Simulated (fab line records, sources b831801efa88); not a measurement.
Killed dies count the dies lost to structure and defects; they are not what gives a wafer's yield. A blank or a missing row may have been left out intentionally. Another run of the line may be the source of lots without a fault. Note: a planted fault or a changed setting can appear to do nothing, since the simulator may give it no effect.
fab line records	flow sky130
record lots=5	wafers=23
route steps=708 shown METAL4@602 CAP2M@616 VIA4@639 METAL5@661 PASSIVATION@689
start-h: hours from the record's opening day to when the first of the lot's shown wafers began	wait-h: how many hours have passed since the lot's step before this one	" repeats the value in the row above	L1.1+2: a row that stands for several wafers	- no value present, or no start provided	* or withheld: withheld	< > ~ a bound
route shown NAME@n: NAME is a module with steps in the file, n the number in the route of the first one	usual: mean/standard deviation taken from wafers without a fault	same: alike in all rows	chamber/n: place in a boat	sites: the reading at each site	_std_site: standard deviation of those values	_edge_site: mean of outer sites minus mean of inner sites	radius-mm: how far each site lies from the wafer's centre	mask NAME#n: copy n	behind: the last tool/chamber to shape the wafer	hold: what put the lot on hold/how long, in hours/how the hold closed	device: names the non-switching transistor (n, p or np)	end of line: at the end of the route, the tests of the same wafers	step lacking rows: just its recipe	killed: not the wafer's yield, but the dies lost to structure and defects at the first sort	map: per-die view of a wafer (x killed, . not killed, _ where there is no die)
set.NAME: the setting the step ran with; set.NAME@STEP: the setting that earlier step ran with	model.NAME: the simulator's own value behind a step, which no gauge read
one table per step and one row per wafer, for lots whose settings were changed on purpose
## steps
# step SKY_METAL4_SPUTTER_04
# recipe material=TiN	target-thk-nm=70	power-w=6500	time-s=58.3	chamber-pressure-pa=0.4
lot.wafer	tool	chamber	start-h	wait-h	set.time-s	model.TiN_of_METAL4_SPUTTER_04.thk-nm
L075.1	pvd-sputter-04	-	945.88	0.0	58.3	69.77
L075.2	"	-	"	"	52.82	62.86
L075.4	"	-	"	"	58.3	70.09
L075.5	"	-	"	"	52.82	63.94
L075.6	"	-	"	"	58.3	71.17
L076.2	pvd-sputter-01	-	950.38	0.0	58.3	71.23
L076.5	"	-	"	"	58.3	71.38
L076.6	"	-	"	"	58.3	71.3
L081.1	pvd-sputter-04	-	987.34	0.0	65.29	77.88
L081.2	"	-	"	"	58.3	69.09
L081.3	"	-	"	"	65.29	78.66
L081.4	"	-	"	"	65.29	77.15
L081.5	"	-	"	"	58.3	69.92
L083.1	pvd-sputter-01	-	993.36	0.0	58.3	71.56
L083.2	"	-	"	"	58.3	70.22
L083.3	"	-	"	"	54.4	66.23
L083.4	"	-	"	"	54.4	66.13
L083.6	"	-	"	"	54.4	66.39
L085.1	pvd-sputter-01	-	1011.16	0.0	64.02	77.4
L085.3	"	-	"	"	64.02	78.21
L085.4	"	-	"	"	64.02	77.26
L085.5	"	-	"	"	58.3	71.26
L085.6	"	-	"	"	58.3	71.28
# step SKY_CAP2M_METAL_ETCH_13
# recipe target-depth-nm=220	stop-on=SiO2	chemistry=Cl2/BCl3	target=TiN	pressure-mtorr=10	icp-w=900	bias-w=48.5	Cl2_flow_sccm=60	bcl3-flow-sccm=30	time-s=62.9
lot.wafer	tool	chamber	start-h	wait-h	set.time-s	model.NOVOLAK_of_CAP2M_COAT_07.thk-nm	model.SiO2_of_CAP2M_CVD_00.thk-nm
L075.1	rie-metal-02	1	969.71	0.0	62.9	988	15.11
L075.2	"	1	"	"	62.9	990.6	15.28
L075.4	"	1	"	"	62.9	991.9	15.41
L075.5	"	1	"	"	62.9	991.8	15.84
L075.6	"	1	"	"	62.9	994.2	15.66
L076.2	rie-metal-04	1	974.90	0.0	62.9	998.1	15.48
L076.5	"	0	"	"	62.9	990.5	15.55
L076.6	"	1	"	"	62.9	997.9	15.49
L081.1	rie-metal-03	1	1010.76	0.0	62.9	996.7	15.34
L081.2	"	0	"	"	68	980.2	13.68
L081.3	"	1	"	"	68	983.9	13.59
L081.4	"	0	"	"	62.9	992.5	15.61
L081.5	"	1	"	"	62.9	993.9	15.79
L083.1	rie-metal-03	0	1015.90	0.0	62.9	990.8	15.5
L083.2	"	1	"	"	62.9	992.5	15.65
L083.3	"	1	"	"	62.9	995.3	15.66
L083.4	"	0	"	"	62.9	992.8	15.95
L083.6	"	1	"	"	62.9	994.7	15.88
L085.1	rie-metal-02	0	1034.15	0.0	71.34	972.1	12.55
L085.3	"	1	"	"	62.9	991.4	15.73
L085.4	"	0	"	"	71.34	973	12.55
L085.5	"	1	"	"	62.9	991.4	15.83
L085.6	"	0	"	"	62.9	992.4	15.51
# step SKY_CAP2M_STRIP_14
# recipe chemistry=O2/N2	power-w=1400	pressure-mtorr=1500	platen-temp-c=withheld	o2-flow-sccm=3000	n2-flow-sccm=300	overash-fraction=0.5
# usual strip-time-to-endpoint-s=12.65/0.047
lot.wafer	tool	chamber	start-h	wait-h	set.time-s@CAP2M_METAL_ETCH_13	strip-time-to-endpoint-s
L075.1	plasma-asher-04	0	969.86	0.1	62.9	12.58
L075.2	"	1	"	"	62.9	12.62
L075.4	"	0	"	"	62.9	12.64
L075.5	"	0	"	"	62.9	12.64
L075.6	"	1	"	"	62.9	12.67
L076.2	plasma-asher-04	0	974.98	0.1	62.9	12.70
L076.5	"	0	"	"	62.9	12.64
L076.6	"	1	"	"	62.9	12.70
L081.1	plasma-asher-03	1	1010.84	0.1	62.9	12.68
L081.2	"	0	"	"	68	12.52
L081.3	"	0	"	"	68	12.53
L081.4	"	1	"	"	62.9	12.65
L081.5	"	0	"	"	62.9	12.66
L083.1	plasma-asher-01	0	1015.98	0.1	62.9	12.63
L083.2	"	1	"	"	62.9	12.64
L083.3	"	0	"	"	62.9	12.66
L083.4	"	1	"	"	62.9	12.65
L083.6	"	1	"	"	62.9	12.67
L085.1	plasma-asher-03	1	1034.23	0.1	71.34	12.40
L085.3	"	0	"	"	62.9	12.62
L085.4	"	1	"	"	71.34	12.42
L085.5	"	1	"	"	62.9	12.62
L085.6	"	0	"	"	62.9	12.63
# step SKY_METAL4_ETCH_17
# recipe target=SiO2	stop-on=TiN	chemistry=C4F8/O2/Ar	source-w=1500	bias-w=1200	pressure-mtorr=40	c4f8-flow-sccm=withheld	O2_flow_sccm=6	Ar_flow_sccm=300	time-s=3.9	target-depth-a=150
lot.wafer	tool	chamber	start-h	wait-h	set.time-s	set.time-s@METAL4_SPUTTER_04	model.TiN_of_METAL4_SPUTTER_04.thk-nm
L075.1	rie-diel-02	3	994.06	0.1	3.9	58.3	69.77
L075.2	"	2	"	"	3.9	52.82	62.86
L075.4	"	1	"	"	3.9	58.3	70.09
L075.5	"	3	"	"	3.9	52.82	63.94
L075.6	"	2	"	"	3.9	58.3	71.17
L076.2	rie-diel-04	0	999.86	0.1	3.9	58.3	71.23
L076.5	"	1	"	"	3.9	58.3	71.38
L076.6	"	2	"	"	3.9	58.3	71.3
L081.1	rie-diel-04	0	1034.45	0.1	3.49	65.29	77.88
L081.2	"	3	"	"	3.49	58.3	69.09
L081.3	"	1	"	"	3.49	65.29	78.66
L081.4	"	1	"	"	3.9	65.29	77.15
L081.5	"	0	"	"	3.9	58.3	69.92
L083.1	rie-diel-03	3	1039.37	0.1	3.9	58.3	71.56
L083.2	"	1	"	"	3.9	58.3	70.22
L083.3	"	2	"	"	4.181	54.4	66.17
L083.4	"	0	"	"	3.9	54.4	66.13
L083.6	"	1	"	"	4.181	54.4	66.33
L085.1	rie-diel-03	0	1057.06	0.1	3.9	64.02	77.4
L085.3	"	3	"	"	3.9	64.02	78.21
L085.4	"	1	"	"	3.9	64.02	77.26
L085.5	"	3	"	"	3.9	58.3	71.26
L085.6	"	2	"	"	3.9	58.3	71.28
# step SKY_VIA4_HDPCVD_00
# recipe material=SiO2	target-thk-nm=1750	sigma-open-frac=0.3	time-s=291.7	temp-c=400	sih4-flow-sccm=60	pressure-mtorr=6
lot.wafer	tool	chamber	start-h	wait-h	set.time-s	model.SiO2_of_VIA4_HDPCVD_00.thk-nm
L075.1+5	hdpcvd-01	1	994.89	0.0	291.7	-
L075.2	"	2	"	"	291.7	1764
L075.4	"	2	"	"	291.7	1759
L075.6	"	0	"	"	291.7	1751
L076.2	hdpcvd-01	1	1000.69	0.0	291.7	1729
L076.5	"	2	"	"	291.7	1764
L076.6	"	0	"	"	291.7	1771
L081.1	hdpcvd-02	2	1035.24	0.0	261.3	-
L081.2	"	0	"	"	261.3	1566
L081.3	"	1	"	"	291.7	1703
L081.4	"	0	"	"	291.7	-
L081.5	"	2	"	"	261.3	1541
L083.1	hdpcvd-01	0	1040.16	0.0	291.7	1801
L083.2	"	2	"	"	334.4	-
L083.3	"	1	"	"	291.7	-
L083.4	"	0	"	"	291.7	1790
L083.6	"	2	"	"	334.4	2038
L085.1	hdpcvd-02	1	1057.86	0.0	291.7	1704
L085.3	"	0	"	"	249.5	1469
L085.4	"	1	"	"	291.7	1702
L085.5	"	0	"	"	291.7	1738
L085.6	"	2	"	"	249.5	1459
# step SKY_VIA4_THK_MEAS_01
# recipe reads=SiO2_of_VIA4_HDPCVD_00
# usual VIA4_HDPCVD_THK=1741/22
lot.wafer	tool	chamber	start-h	wait-h	set.time-s@VIA4_HDPCVD_00	VIA4_HDPCVD_THK[nm]
L075.1	film-metro-04	-	995.07	0.1	291.7	1725
L075.2	"	-	"	"	291.7	1764
L075.4	"	-	"	"	291.7	1759
L075.5	"	-	"	"	291.7	1718
L075.6	"	-	"	"	291.7	1752
L076.2	film-metro-02	-	1000.88	0.1	291.7	1730
L076.5	"	-	"	"	291.7	1765
L076.6	"	-	"	"	291.7	1771
L081.1	film-metro-02	-	1035.42	0.1	261.3	1557
L081.2	"	-	"	"	261.3	1566
L081.3	"	-	"	"	291.7	1704
L081.4	"	-	"	"	291.7	1752
L081.5	"	-	"	"	261.3	1542
L083.1	film-metro-02	-	1040.34	0.1	291.7	1801
L083.2	"	-	"	"	334.4	2036
L083.3	"	-	"	"	291.7	1745
L083.4	"	-	"	"	291.7	1790
L083.6	"	-	"	"	334.4	2039
L085.1	film-metro-02	-	1058.04	0.1	291.7	1702
L085.3	"	-	"	"	249.5	1470
L085.4	"	-	"	"	291.7	1701
L085.5	"	-	"	"	291.7	1738
L085.6	"	-	"	"	249.5	1460
# step SKY_VIA4_EXPOSE_08
# recipe mask-id=VIM4	na=0.6	source-shape=conventional	sigma-outer=0.6	polarization=unpolarized	target-cd-nm=800	dose-mj=132
lot.wafer	tool	chamber	start-h	wait-h	mask	set.dose-mj
L075.1+2+4	iline-stepper-01	0	-	-	VIM4#0	126.6
L075.5+6	"	0	"	"	VIM4#0	132
L076.2+5+6	iline-stepper-02	0	-	-	VIM4#0	132
L081.1+3	iline-stepper-01	0	-	-	VIM4#0	132
L081.2+4+5	"	0	"	"	VIM4#0	136.6
L083.1+3	iline-stepper-02	0	-	-	VIM4#0	129.2
L083.2+4+6	"	0	"	"	VIM4#0	132
L085.1+3	iline-stepper-02	0	-	-	VIM4#0	126.4
L085.4+5+6	"	0	"	"	VIM4#0	132
# step SKY_VIA4_PEB_09
# recipe temp-c=withheld	time-s=*	resist=NOVOLAK
# step SKY_VIA4_DEVELOP_10
# recipe resist=NOVOLAK	developer=TMAH	develop-time-s=60	dev-temp-c=23
# step SKY_VIA4_ETCH_12
# recipe target=SiO2	chemistry=C4F8/O2/Ar	stop-on=TiN	mask-material=NOVOLAK	source-w=1500	bias-w=1200	pressure-mtorr=40	c4f8-flow-sccm=withheld	O2_flow_sccm=6	Ar_flow_sccm=300	time-s=withheld	target-depth-a=5800
lot.wafer	tool	chamber	start-h	wait-h	set.dose-mj@VIA4_EXPOSE_08	model.VIA4.cd-nm
L075.1	rie-diel-03	0	1017.86	0.0	126.6	788.3
L075.2	"	3	"	"	126.6	788.4
L075.4	"	2	"	"	126.6	787.3
L075.5	"	0	"	"	132	799.7
L075.6	"	1	"	"	132	798.4
L076.2	rie-diel-04	3	1024.55	0.0	132	799.4
L076.5	"	3	"	"	132	798.9
L076.6	"	0	"	"	132	797.6
L081.1	rie-diel-01	1	1057.91	0.0	132	803.7
L081.2	"	0	"	"	136.6	812.7
L081.3	"	3	"	"	132	801.6
L081.4	"	2	"	"	136.6	810.7
L081.5	"	1	"	"	136.6	811.6
L083.1	rie-diel-01	2	1062.11	0.0	129.2	795.1
L083.2	"	1	"	"	132	801.7
L083.3	"	3	"	"	129.2	794.1
L083.4	"	0	"	"	132	802.1
L083.6	"	3	"	"	132	804.5
L085.1	rie-diel-01	2	1079.15	0.0	126.4	783.3
L085.3	"	1	"	"	126.4	786.3
L085.4	"	0	"	"	132	796.5
L085.5	"	3	"	"	132	799.5
L085.6	"	0	"	"	132	796.8
# step SKY_METAL5_SPUTTER_00
# recipe material=Ti	target-thk-nm=15	power-w=3000	time-s=10	chamber-pressure-pa=0.4
lot.wafer	tool	chamber	start-h	wait-h	set.power-w	model.Ti_of_METAL5_SPUTTER_00.thk-nm
L075.1	pvd-sputter-02	-	1019.22	0.2	2757	13.85
L075.2	"	-	"	"	3000	14.94
L075.4	"	-	"	"	3000	15.08
L075.5	"	-	"	"	2757	13.98
L075.6	"	-	"	"	3000	14.95
L076.2	pvd-sputter-01	-	1025.92	0.2	3000	15.32
L076.5	"	-	"	"	3000	15.15
L076.6	"	-	"	"	3000	14.95
L081.1	pvd-sputter-01	-	1059.27	0.2	2674	13.17
L081.2	"	-	"	"	3000	15.12
L081.3	"	-	"	"	3000	15.17
L081.4	"	-	"	"	2674	13.31
L081.5	"	-	"	"	3000	14.67
L083.1	pvd-sputter-03	-	1063.52	0.2	3000	15.2
L083.2	"	-	"	"	2694	13.95
L083.3	"	-	"	"	2694	13.61
L083.4	"	-	"	"	3000	15.6
L083.6	"	-	"	"	3000	15.33
L085.1	pvd-sputter-01	-	1080.51	0.2	3000	15.05
L085.3	"	-	"	"	3000	15.35
L085.4+5	"	-	"	"	3000	15.15
L085.6	"	-	"	"	3000	15.07
# step SKY_METAL5_SOFTBAKE_10
# recipe temp-c=90	time-s=60	resist=NOVOLAK
lot.wafer	tool	chamber	start-h	wait-h	set.temp-c	model.NOVOLAK_of_METAL5_COAT_09.thk-nm
L075.1+5	litho-track-02	0	1031.56	0.1	90	-
L075.2	"	0	"	"	90	1810
L075.4+6	"	0	"	"	90	1808
L076.2+5+6	litho-track-03	0	1037.66	0.1	90	1804
L081.1	litho-track-03	0	1070.14	0.1	91.33	-
L081.2	"	0	"	"	90	1798
L081.3	"	0	"	"	91.33	1797
L081.4	"	0	"	"	90	-
L081.5	"	0	"	"	91.33	1796
L083.1+6	litho-track-03	0	1074.59	0.1	88.92	1797
L083.2	"	0	"	"	90	-
L083.3	"	0	"	"	88.92	-
L083.4	"	0	"	"	90	1796
L085.1+5	litho-track-03	0	1091.49	0.1	90	1810
L085.3+6	"	0	"	"	92.93	1797
L085.4	"	0	"	"	92.93	1790
# step SKY_METAL5_EXPOSE_11
# recipe mask-id=MM5	na=0.6	source-shape=conventional	sigma-outer=0.6	polarization=unpolarized	target-cd-nm=1600	dose-mj=190
# step SKY_METAL5_PEB_12
# recipe temp-c=withheld	time-s=*	resist=NOVOLAK
# step SKY_METAL5_DEVELOP_13
# recipe resist=NOVOLAK	developer=TMAH	develop-time-s=60	dev-temp-c=23
lot.wafer	tool	chamber	start-h	wait-h	set.temp-c@METAL5_SOFTBAKE_10	model.NOVOLAK_of_METAL5_COAT_09.thk-nm
L075.1+5	litho-track-02	0	1042.31	0.1	90	-
L075.2	"	0	"	"	90	1809
L075.4	"	0	"	"	90	1808
L075.6	"	0	"	"	90	1807
L076.2+5	litho-track-01	0	1048.04	0.1	90	1804
L076.6	"	0	"	"	90	1803
L081.1	litho-track-03	0	1080.24	0.1	91.33	-
L081.2	"	0	"	"	90	1798
L081.3	"	0	"	"	91.33	1797
L081.4	"	0	"	"	90	-
L081.5	"	0	"	"	91.33	1795
L083.1+6	litho-track-03	0	1084.89	0.1	88.92	1802
L083.2	"	0	"	"	90	-
L083.3	"	0	"	"	88.92	-
L083.4	"	0	"	"	90	1796
L085.1	litho-track-01	0	1101.46	0.1	90	1810
L085.3+6	"	0	"	"	92.93	1796
L085.4	"	0	"	"	92.93	1790
L085.5	"	0	"	"	90	1809
# step SKY_PASSIVATION_EXPOSE_08
# recipe mask-id=NSM	target-cd-nm=3000	na=0.57	dose-mj=260
lot.wafer	tool	chamber	start-h	wait-h	mask	set.dose-mj
L075.1+2	iline-stepper-01	0	-	-	NSM#0	260
L075.4+5+6	"	0	"	"	NSM#0	267.1
L076.2+5+6	iline-stepper-02	0	-	-	NSM#0	260
L081.1+3+4	iline-stepper-01	0	-	-	NSM#0	260
L081.2+5	"	0	"	"	NSM#0	240.9
L083.1+6	iline-stepper-02	0	-	-	NSM#0	260
L083.2+3+4	"	0	"	"	NSM#0	277.2
L085.1+3+6	iline-stepper-01	0	-	-	NSM#0	254.3
L085.4+5	"	0	"	"	NSM#0	260
# step SKY_PASSIVATION_PEB_09
# recipe temp-c=115	time-s=withheld
# step SKY_PASSIVATION_DEVELOP_10
# recipe develop-time-s=60	dev-temp-c=23
# step SKY_PASSIVATION_ETCH_11
# recipe chemistry=CF4/O2	target-depth-nm=725	stop-on=AlCu	source-w=800	bias-w=150	pressure-mtorr=150	cf4-flow-sccm=80	O2_flow_sccm=10	time-s=154
lot.wafer	tool	chamber	start-h	wait-h	set.dose-mj@PASSIVATION_EXPOSE_08	model.PASSIVATION.cd-nm
L075.1	rie-diel-02	3	1065.44	-	260	2999
L075.2	"	0	"	"	260	3002
L075.4	"	1	"	"	267.1	3016
L075.5+6	"	2,3	"	"	267.1	3011
L076.2	rie-diel-02	1	1070.64	-	260	3006
L076.5	"	2	"	"	260	3002
L076.6	"	3	"	"	260	2999
L081.1	rie-diel-01	2	1102.51	-	260	2998
L081.2	"	0	"	"	240.9	2961
L081.3	"	1	"	"	260	2996
L081.4	"	3	"	"	260	2982
L081.5	"	2	"	"	240.9	2975
L083.1	rie-diel-02	3	1106.79	-	260	2986
L083.2+3	"	2,0	"	"	277.2	3010
L083.4	"	1	"	"	277.2	3015
L083.6	"	1	"	"	260	2996
L085.1	rie-diel-01	0	1123.38	-	254.3	2997
L085.3	"	2	"	"	254.3	3007
L085.4	"	1	"	"	260	3015
L085.5	"	2	"	"	260	3011
L085.6	"	3	"	"	254.3	2996
## key
split step=SKY_METAL4_SPUTTER_04	setting=time-s	stated=58.3	by=wafer
response step=SKY_METAL4_SPUTTER_04	reading=model.TiN_of_METAL4_SPUTTER_04.thk-nm	change=+0.695	per=1%	r=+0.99
response step=SKY_METAL4_ETCH_17	reading=model.TiN_of_METAL4_SPUTTER_04.thk-nm	change=+0.696	per=1%	r=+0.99
split step=SKY_CAP2M_METAL_ETCH_13	setting=time-s	stated=62.9	by=wafer
response step=SKY_CAP2M_METAL_ETCH_13	reading=model.NOVOLAK_of_CAP2M_COAT_07.thk-nm	change=-1.45	per=1%	r=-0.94
response step=SKY_CAP2M_METAL_ETCH_13	reading=model.SiO2_of_CAP2M_CVD_00.thk-nm	change=-0.235	per=1%	r=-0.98
response step=SKY_CAP2M_STRIP_14	reading=strip-time-to-endpoint-s	change=*	per=1%	r=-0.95
split step=SKY_METAL4_ETCH_17	setting=time-s	stated=3.9	by=wafer
response none clear
split step=SKY_VIA4_HDPCVD_00	setting=time-s	stated=291.7	by=wafer
response step=SKY_VIA4_HDPCVD_00	reading=model.SiO2_of_VIA4_HDPCVD_00.thk-nm	change=+16.6	per=1%	r=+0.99
response step=SKY_VIA4_THK_MEAS_01	reading=VIA4_HDPCVD_THK	change=+17.3	per=1%	r=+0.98
split step=SKY_VIA4_EXPOSE_08	setting=dose-mj	stated=132	by=wafer
response step=SKY_VIA4_ETCH_12	reading=model.VIA4.cd-nm	change=+2.88	per=1%	r=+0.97
split step=SKY_METAL5_SPUTTER_00	setting=power-w	stated=3000	by=wafer
response step=SKY_METAL5_SPUTTER_00	reading=model.Ti_of_METAL5_SPUTTER_00.thk-nm	change=+0.153	per=1%	r=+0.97
split step=SKY_METAL5_SOFTBAKE_10	setting=temp-c	stated=90	by=wafer
response step=SKY_METAL5_SOFTBAKE_10	reading=model.NOVOLAK_of_METAL5_COAT_09.thk-nm	change=-4.11	per=1%	r=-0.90
response step=SKY_METAL5_DEVELOP_13	reading=model.NOVOLAK_of_METAL5_COAT_09.thk-nm	change=-4.39	per=1%	r=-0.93
split step=SKY_PASSIVATION_EXPOSE_08	setting=dose-mj	stated=260	by=wafer
response step=SKY_PASSIVATION_ETCH_11	reading=model.PASSIVATION.cd-nm	change=+3.37	per=1%	r=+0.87
